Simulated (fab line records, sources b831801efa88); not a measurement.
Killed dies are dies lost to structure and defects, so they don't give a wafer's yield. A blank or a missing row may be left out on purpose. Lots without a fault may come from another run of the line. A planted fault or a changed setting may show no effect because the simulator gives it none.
Which tool did it? | flow gf180mcu | 12 lots, 36 wafers sampled, at 2 steps of a route of 602

WHAT THE GAUGES READ, wafer by wafer
GF_CONTACT_RS_MEAS_25: measures by four-point-probe. Usual: CONTACT_W_RS 0.383 ohm/sq, standard deviation 0.0056.
lot  | measured     | on            | CONTACT_W_RS (ohm/sq) | flag
L769 | day 16 05:34 | film_metro-02 | 0.373 0.383 0.381     |
L770 | day 16 18:52 | film_metro-01 | 0.387 0.382 0.386     |
L771 | day 17 02:29 | film_metro-03 | 0.378 0.378 0.376     |
L772 | day 17 07:03 | film_metro-03 | 0.371 0.379 0.370     |
L777 | day 19 15:48 | film_metro-02 | 0.383 0.386 0.384     |
L778 | day 20 00:11 | film_metro-01 | 0.384 0.382 0.384     |
L780 | day 20 23:56 | film_metro-03 | 0.389 0.384 0.388     |
L783 | day 22 05:08 | film_metro-02 | 0.375 0.385 0.378     |
L785 | day 22 07:43 | film_metro-03 | 0.375 0.390 0.380     |
L786 | day 23 02:58 | film_metro-03 | 0.372 0.378 0.385     |
L789 | day 23 16:07 | film_metro-03 | 0.383 0.383 0.386     |
L790 | day 23 23:06 | film_metro-03 | 0.378 0.389 0.383     |

WHICH TOOL RAN EACH LOT (tool, then ch and the chambers of the sampled wafers, then the start)
lot  | GF_NWELL_STRIP_10
L769 | plasma_asher-04 ch 0, day 3 10:11
L770 | plasma_asher-03 ch 0,1, day 3 14:17
L771 | plasma_asher-04 ch 0,1, day 3 18:08
L772 | plasma_asher-03 ch 0, day 4 00:11
L777 | plasma_asher-04 ch 0,1, day 5 03:30
L778 | plasma_asher-04 ch 0,1, day 5 09:23
L780 | plasma_asher-04 ch 0,1, day 5 22:09
L783 | plasma_asher-02 ch 0,1, day 6 17:05
L785 | plasma_asher-03 ch 0,1, day 7 02:21
L786 | plasma_asher-03 ch 0,1, day 7 13:27
L789 | plasma_asher-02 ch 0,1, day 8 02:39
L790 | plasma_asher-02 ch 0,1, day 8 06:26
- GF_NWELL_STRIP_10: strips in O2/N2.

WHAT THE TOOLS THEMSELVES READ (means of the sampled wafers that have a number; where no wafer has one, the mark that the record gives instead)
GF_NWELL_STRIP_10. Usual: drypump_motor_current_A 5.6 A, standard deviation 0.37; heater_power_w 318 W, standard deviation 42; o2_flow_sccm 2998 sccm, standard deviation 8.6; oes_product_au 0.722 a.u., standard deviation 0.0047; platen_temp_c 249.97 C, standard deviation 0.16; strip_time_to_endpoint_s 36.97 s, standard deviation 0.1.
lot  | tool            | drypump_motor_current_A (A) | heater_power_w (W) | o2_flow_sccm (sccm) | oes_product_au (a.u.) | platen_temp_c (C) | strip_time_to_endpoint_s (s) | flag
L769 | plasma_asher-04 | 5.2                         | 278                | 2990                | 0.725                 | 249.98            | 36.92                        |
L770 | plasma_asher-03 | 5.8                         | 337                | 3000                | 0.723                 | 249.90            | 36.97                        |
L771 | plasma_asher-04 | 5.6                         | 303                | 2999                | 0.719                 | 249.94            | 36.97                        |
L772 | plasma_asher-03 | 6.0                         | 305                | 3005                | 0.718                 | 250.18            | 37.14                        |
L777 | plasma_asher-04 | 5.4                         | 288                | 3006                | 0.723                 | 250.06            | 37.03                        |
L778 | plasma_asher-04 | 5.6                         | 303                | 3397                | 0.721                 | 249.95            | 36.52                        | OFF
L780 | plasma_asher-04 | 5.6                         | 305                | 3396                | 0.724                 | 250.25            | 36.69                        | OFF
L783 | plasma_asher-02 | 5.8                         | 317                | 2995                | 0.721                 | 249.95            | 37.05                        |
L785 | plasma_asher-03 | 5.6                         | 372                | 2994                | 0.720                 | 250.00            | 36.97                        |
L786 | plasma_asher-03 | 5.8                         | 331                | 2991                | 0.725                 | 250.11            | 36.98                        |
L789 | plasma_asher-02 | 5.7                         | 315                | 2986                | 0.726                 | 249.98            | 36.83                        |
L790 | plasma_asher-02 | 5.7                         | 312                | 3004                | 0.721                 | 250.02            | 37.07                        |

THE ANSWER, worked out from the rows above alone
Rule: a lot is off if the mean of its wafers that have a number lies more than 3 standard deviations from the usual mean. A lot without any number at a reading at which 4 lots or more have one is off too. The other lots that the step has rows for count as sound. The gauges are gone through in route order, then the tools' own readings, and for those a lot's mean is taken as printed above. The first step at which some lot is off is used, and at that step the reading that is off furthest; a lot without a number counts as furthest.
Off: L778, L780, at GF_NWELL_STRIP_10 (o2_flow_sccm).
A tool fits if, at that step or a process step before it, it ran every lot that is off, and no sound lot after the first of them. One fits: plasma_asher-04 at GF_NWELL_STRIP_10. Its last sound lot is L777 (day 5 03:30), its first lot that is off L778 (day 5 09:23): a fault that began between those two fits.
The tool's own readings at GF_NWELL_STRIP_10 bear it out: on the lots that are off they differ by more than 5 times the standard deviation of the sound lots' means. o2_flow_sccm reads 3396 sccm there against 2997 sccm on the sound lots.

WHAT THE SIMULATOR HAD PUT IN
Process parameter drift: plasma_asher-04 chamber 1, from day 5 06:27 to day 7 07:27, at GF_NWELL_STRIP_10. Setting o2_flow_sccm, moved by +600, from 3000. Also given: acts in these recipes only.
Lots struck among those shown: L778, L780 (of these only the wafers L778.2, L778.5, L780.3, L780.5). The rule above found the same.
